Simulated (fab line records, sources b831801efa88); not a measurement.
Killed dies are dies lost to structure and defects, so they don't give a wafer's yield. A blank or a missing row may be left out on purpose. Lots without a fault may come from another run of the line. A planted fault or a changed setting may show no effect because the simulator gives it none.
fab line records | flow gf180mcu
record lots=12 wafers=36 last_day=34
route steps=602 shown POLY_GATE@157 V1@352 M2@376
lots that met no fault: from a run of the same line without faults
start_h: hours from the record's first day to the start of the lot's first wafer shown | wait_h: hours since the lot's step before | " the same as in the row above | L1.1+2: a row that stands for several wafers | - no value, or no start given | * or withheld: withheld | < > ~ a bound
route shown NAME@n: a module of which the file shows steps, and the number in the route of the first | usual: mean/standard deviation of fault-free wafers | same: alike in all rows | chamber/n: place in a boat | sites: the reading at each site | _std_site: their standard deviation | _edge_site: outer sites' mean less inner sites' | radius_mm: how far each site lies from the wafer's centre | mask NAME#n: copy n | behind: the tool/chamber that last shaped the wafer | hold: why the lot was held/for how many hours/how that ended | device: the transistor (n, p or np) that didn't switch | end of line: the same wafers' tests at the end of the route | a step without rows: its recipe alone | killed: dies lost to structure and defects at the first sort, not the wafer's yield | map: a wafer's dies, x killed, . not, _ none there
set.NAME: the setting as run; set.NAME@STEP: as run at that earlier step | model.NAME: the simulator's own value behind a step, which no gauge read
steps of the route over a sample of lots; a table a step, a row a wafer
services: from which hour (start_h, from the record's first day; less than 0 if before it) a tool's chamber was out of use, for how many hours, and why
## steps
# step GF_POLY_GATE_CVD_00
# recipe material=poly-Si target_thk_nm=200 temp_c=620 time_s=1200 pressure_mtorr=200
# usual pressure_mtorr=200.0/0.32
# columns lot.wafer tool chamber start_h wait_h pressure_mtorr
L279.1 lpcvd-01 0 188.20 0.0 199.9
L279.2 " 0 " " 199.5
L279.6 " 0 " " 199.7
L280.2 lpcvd-01 0 193.75 0.0 199.6
L280.5 " 0 " " 199.3
L280.6 " 0 " " 199.8
L281.2 lpcvd-02 0 204.87 0.0 199.4
L281.3 " 0 " " 200.0
L281.6 " 0 " " 199.9
L282.1 lpcvd-01 1 209.82 0.0 200.1
L282.3 " 1 " " 200.0
L282.6 " 1 " " 200.2
L283.1 lpcvd-02 1 218.56 1.6 199.4
L283.5 " 1 " " 200.1
L283.6 " 1 " " 200.1
L286.3 lpcvd-02 0 241.36 0.0 199.9
L286.4 " 0 " " 199.9
L286.5 " 0 " " 199.7
L287.2 lpcvd-02 0 250.40 0.4 199.9
L287.3 " 0 " " 199.9
L287.6 " 0 " " 199.8
L289.1 lpcvd-02 0 261.35 0.0 200.4
L289.2 " 0 " " 200.5
L289.3 " 0 " " 199.5
L292.2 lpcvd-02 1 285.41 0.0 199.8
L292.3 " 1 " " 201.0
L292.6 " 1 " " 199.9
L298.2 lpcvd-02 1 322.35 0.0 160.3
L298.5 " 1 " " 160.4
L298.6 " 1 " " 160.0
L299.1 lpcvd-01 0 329.46 0.0 199.6
L299.4 " 0 " " 199.6
L299.6 " 0 " " 200.2
L300.4 lpcvd-01 1 337.73 0.0 200.2
L300.5 " 1 " " 199.8
L300.6 " 1 " " 200.6
# step GF_POLY_GATE_THK_MEAS_01
# recipe reads=poly-Si_of_POLY_GATE_CVD_00
# usual POLY_GATE_CVD_00_THK=199.3/2.2
# columns lot.wafer tool chamber start_h wait_h POLY_GATE_CVD_00_THK[nm]
L279.1 film_metro-04 - 189.54 0.0 198.3
L279.2 " - " " 201.3
L279.6 " - " " 198.8
L280.2 film_metro-03 - 195.09 0.0 197.6
L280.5 " - " " 199.1
L280.6 " - " " 198.5
L281.2 film_metro-01 - 206.22 0.0 203.0
L281.3 " - " " 201.5
L281.6 " - " " 202.8
L282.1 film_metro-04 - 211.15 0.0 204.0
L282.3 " - " " 206.2
L282.6 " - " " 204.1
L283.1 film_metro-04 - 219.89 0.0 200.8
L283.5 " - " " 200.8
L283.6 " - " " 200.1
L286.3 film_metro-04 - 242.71 0.0 203.0
L286.4 " - " " 203.4
L286.5 " - " " 202.3
L287.2 film_metro-03 - 251.74 0.0 196.8
L287.3 " - " " 199.0
L287.6 " - " " 196.5
L289.1 film_metro-01 - 262.68 0.0 200.4
L289.2 " - " " 197.9
L289.3 " - " " 199.7
L292.2 film_metro-04 - 286.75 0.0 198.0
L292.3 " - " " 199.0
L292.6 " - " " 198.0
L298.2 film_metro-03 - 323.69 0.0 176.0
L298.5 " - " " 178.1
L298.6 " - " " 178.7
L299.1 film_metro-04 - 330.80 0.0 197.9
L299.4 " - " " 197.6
L299.6 " - " " 199.1
L300.4 film_metro-01 - 339.09 0.0 198.4
L300.5 " - " " 199.4
L300.6 " - " " 200.1
# step GF_POLY_GATE_ETCH_13
# recipe target=poly-Si target_depth_nm=198.5 stop_on=SiO2 over_etch_frac=0.403 chemistry=HBr/Cl2 icp_w=400 bias_w=100 pressure_mtorr=10 HBr_flow_sccm=150 Cl2_flow_sccm=50 time_s=69.6
# usual drypump_motor_current_A=5.7/0.3 oes_product_au=0.987/0.0072 throttle_valve_pct=33.684/0.0091
# columns lot.wafer tool chamber start_h wait_h drypump_motor_current_A oes_product_au rf_hours_counter_h throttle_valve_pct
L279.1 rie_si-01 3 207.31 - 6.1 0.982 119 33.668
L279.2 " 1 " " 5.8 0.990 112 33.671
L279.6 " 0 " " 5.1 0.978 - 33.671
L280.2 rie_si-02 1 212.48 - 5.8 0.993 4 33.693
L280.5 " 0 " " 6.0 0.982 - 33.691
L280.6 " 3 " " 5.6 0.992 - 33.677
L281.2 rie_si-01 1 224.03 - 5.8 0.986 112 33.688
L281.3 " 2 " " 6.0 0.986 5 33.686
L281.6 " 2 " " 6.0 0.982 - 33.688
L282.1 rie_si-01 1 229.98 - 5.8 0.990 112 33.693
L282.3 " 2 " " 6.0 0.986 5 33.683
L282.6 " 1 " " 5.8 0.988 - 33.689
L283.1 rie_si-02 2 238.27 - 5.4 0.986 53 33.669
L283.5 " 1 " " 5.8 0.994 - 33.688
L283.6 " 0 " " 6.0 0.999 - 33.674
L286.3 rie_si-01 2 261.98 - 6.0 0.991 5 33.675
L286.4 " 2 " " 6.0 0.990 - 33.679
L286.5 " 3 " " 6.0 0.989 - 33.671
L287.2 rie_si-02 1 271.23 - 5.9 0.984 5 33.681
L287.3 " 0 " " 6.0 0.996 3 33.671
L287.6 " 1 " " 5.9 0.988 - 33.690
L289.1 rie_si-02 2 281.87 - 5.4 0.991 53 33.675
L289.2 " 1 " " 5.9 0.983 5 33.688
L289.3 " 0 " " 6.0 1.001 3 33.691
L292.2 rie_si-01 1 306.83 - 5.8 0.987 0 33.680
L292.3 " 2 " " 6.0 0.986 6 33.676
L292.6 " 2 " " 6.0 0.985 - 33.667
L298.2 rie_si-02 1 345.42 - 5.9 0.920 6 33.671
L298.5 " 3 " " 5.6 0.918 - 33.695
L298.6 " 2 " " 5.4 0.926 - 33.687
L299.1 rie_si-02 2 351.97 - 5.4 0.986 54 33.688
L299.4 " 0 " " 6.0 0.997 3 33.684
L299.6 " 3 " " 5.6 0.992 - 33.671
L300.4 rie_si-01 1 361.37 - 5.8 0.985 1 33.683
L300.5 " 2 " " 6.0 0.987 - 33.685
L300.6 " 1 " " 5.8 0.983 - 33.672
# step GF_V1_ETCH_17
# recipe chemistry=C4F8/O2/Ar mask_material=KrF target=SiO2 stop_on=TiN source_w=1500 bias_w=1200 pressure_mtorr=40 c4f8_flow_sccm=withheld O2_flow_sccm=6 Ar_flow_sccm=300 time_s=withheld target_depth_a=6300
# usual oes_product_au=0.857/0.0046
# columns lot.wafer tool chamber start_h wait_h oes_product_au
L279.1 rie_diel-02 0 - - 0.852
L279.2 " 1 " " 0.862
L279.6 " 0 " " 0.858
L280.2 rie_diel-01 1 - - 0.861
L280.5 " 3 " " 0.852
L280.6 " 0 " " 0.865
L281.2 rie_diel-02 3 - - 0.860
L281.3 " 0 " " 0.860
L281.6 " 2 " " 0.859
L282.1 rie_diel-04 3 - - 0.859
L282.3 " 1 " " 0.856
L282.6 " 1 " " 0.861
L283.1 rie_diel-01 0 - - 0.864
L283.5 " 0 " " 0.856
L283.6 " 3 " " 0.857
L286.3 rie_diel-04 1 - - 0.856
L286.4 " 0 " " 0.856
L286.5 " 3 " " 0.861
L287.2 rie_diel-01 0 - - 0.863
L287.3 " 2 " " 0.862
L287.6 " 1 " " 0.856
L289.1 rie_diel-02 1 - - 0.859
L289.2 " 3 " " 0.863
L289.3 " 0 " " 0.856
L292.2 rie_diel-02 0 - - 0.849
L292.3 " 3 " " 0.858
L292.6 " 1 " " 0.859
L298.2 rie_diel-01 2 - - 0.856
L298.5 " 3 " " 0.856
L298.6 " 0 " " 0.852
L299.1 rie_diel-04 1 - - 0.854
L299.4 " 2 " " 0.853
L299.6 " 1 " " 0.857
L300.4 rie_diel-04 1 - - 0.851
L300.5 " 0 " " 0.857
L300.6 " 2 " " 0.850
# step GF_V1_SPUTTER_22
# recipe material=TiN target_thk_nm=10 chamber_pressure_pa=5 power_w=4000 time_s=40
# usual throttle_valve_pct=30.2/1.2
# columns lot.wafer tool chamber start_h wait_h throttle_valve_pct
L279.1 pvd_sputter-02 - 424.28 0.0 30.8
L279.2 " - " " 28.2
L279.6 " - " " 31.0
L280.2 pvd_sputter-02 - 428.45 0.0 30.9
L280.5 " - " " 31.5
L280.6 " - " " 31.1
L281.2 pvd_sputter-04 - 454.00 0.0 31.1
L281.3 " - " " 29.9
L281.6 " - " " 30.1
L282.1 pvd_sputter-01 - 454.27 0.0 30.8
L282.3 " - " " 28.8
L282.6 " - " " 31.0
L283.1 pvd_sputter-01 - 463.95 0.0 30.4
L283.5 " - " " 28.8
L283.6 " - " " 31.2
L286.3 pvd_sputter-04 - 492.80 0.0 29.8
L286.4 " - " " 29.6
L286.5 " - " " 27.1
L287.2 pvd_sputter-04 - 509.22 0.0 29.7
L287.3 " - " " 30.0
L287.6 " - " " 30.1
L289.1 pvd_sputter-01 - 520.32 0.0 31.2
L289.2 " - " " 28.9
L289.3 " - " " 30.5
L292.2 pvd_sputter-01 - 548.62 0.0 31.2
L292.3 " - " " 30.2
L292.6 " - " " 28.8
L298.2 pvd_sputter-01 - 588.46 0.0 29.1
L298.5 " - " " 28.7
L298.6 " - " " 31.4
L299.1 pvd_sputter-04 - 594.99 0.0 30.2
L299.4 " - " " 30.9
L299.6 " - " " 29.9
L300.4 pvd_sputter-01 - 602.96 0.0 30.9
L300.5 " - " " 28.9
L300.6 " - " " 31.3
# step GF_M2_CD_MEAS_14
# recipe target_cd_nm=280
# usual cd_nm=279.6/1.2
# columns lot.wafer tool chamber start_h wait_h cd_nm
L279.1 cd_sem-02 - 449.24 0.1 281.2
L279.2 " - " " 281.3
L279.6 " - " " 281.8
L280.2 cd_sem-01 - 453.41 0.1 281.3
L280.5 " - " " 281.1
L280.6 " - " " 281.1
L281.2 cd_sem-01 - 479.09 0.1 280.4
L281.3 " - " " 279.6
L281.6 " - " " 280.2
L282.1 cd_sem-02 - 479.42 0.1 279.8
L282.3 " - " " 278.6
L282.6 " - " " 279.8
L283.1 cd_sem-02 - 488.77 0.1 278.7
L283.5 " - " " 279.9
L283.6 " - " " 280.4
L286.3 cd_sem-01 - 518.23 0.1 280.6
L286.4 " - " " 281.5
L286.5 " - " " 281.1
L287.2 cd_sem-01 - 532.63 0.1 278.7
L287.3 " - " " 278.0
L287.6 " - " " 277.8
L289.1 cd_sem-01 - 544.11 0.1 280.0
L289.2 " - " " 279.0
L289.3 " - " " 279.0
L292.2 cd_sem-02 - 571.76 0.1 279.1
L292.3 " - " " 279.6
L292.6 " - " " 279.5
L298.2 cd_sem-02 - 610.03 0.1 279.3
L298.5 " - " " 279.3
L298.6 " - " " 279.8
L299.1 cd_sem-01 - 616.69 0.1 279.8
L299.4 " - " " 278.3
L299.6 " - " " 279.3
L300.4 cd_sem-02 - 624.83 0.1 281.5
L300.5 " - " " 280.4
L300.6 " - " " 282.2
## services
# columns tool chamber start_h hours kind
rie_si-02 - 183.38 0.1 repair
rie_diel-01 1 190.06 9.8 repair
rie_diel-01 2 192.57 23.1 repair
rie_diel-01 1 208.36 2.7 repair
rie_si-01 - 209.98 2.8 pm
lpcvd-01 - 211.15 14.6 pm
rie_diel-01 - 213.84 0.9 repair
rie_si-01 - 224.80 0.6 repair
lpcvd-01 - 243.68 1.0 repair
rie_diel-01 0 250.25 4.6 repair
rie_si-01 2 254.09 1.0 repair
pvd_sputter-04 - 257.80 2.1 repair
pvd_sputter-04 - 259.89 1.0 repair
rie_si-01 3 303.21 1.1 repair
pvd_sputter-01 - 304.36 13.4 repair
lpcvd-02 - 314.61 2.8 pm
rie_si-02 2 321.56 5.2 repair
rie_si-02 0 336.11 8.7 repair
pvd_sputter-01 - 490.23 2.8 repair
lpcvd-01 - 517.35 2.8 pm
rie_si-02 3 535.65 15.1 repair
pvd_sputter-01 - 537.96 0.8 repair
rie_si-01 2 568.85 4.0 repair
rie_si-02 1 601.74 3.8 repair
## key
first_sign step=GF_POLY_GATE_CVD_00 reading=pressure_mtorr direction=down sigmas=99+ usual=200.0 struck=160.2
effect step=GF_POLY_GATE_THK_MEAS_01 reading=POLY_GATE_CVD_00_THK direction=down sigmas=9.7 usual=199.3 struck=177.6
effect step=GF_POLY_GATE_ETCH_13 reading=oes_product_au direction=down sigmas=9.2 usual=0.987 struck=0.921
met_at GF_POLY_GATE_CVD_00
struck_lots L298
struck_wafers L298.2,L298.5,L298.6
tester_left_out L298
not_acting_at GF_V1_ETCH_17,GF_V1_SPUTTER_22,GF_M2_CD_MEAS_14
onset_between 285.41 322.35
fault kind=process_parameter_drift tool=lpcvd-02 chamber=1 onset_h=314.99 steps=GF_POLY_GATE_CVD_00 channel=pressure_mtorr offset=-40 shape=step end_h=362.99 acts_in=these_recipes_only stated=200
# tester_left_out: of these lots the tester's yield and bins aren't shown, on N5 and GAA mostly nor the transistor test; their killed dies are dies lost to structure and defects alone, not to doping, threshold or leakage, so they don't give the yield
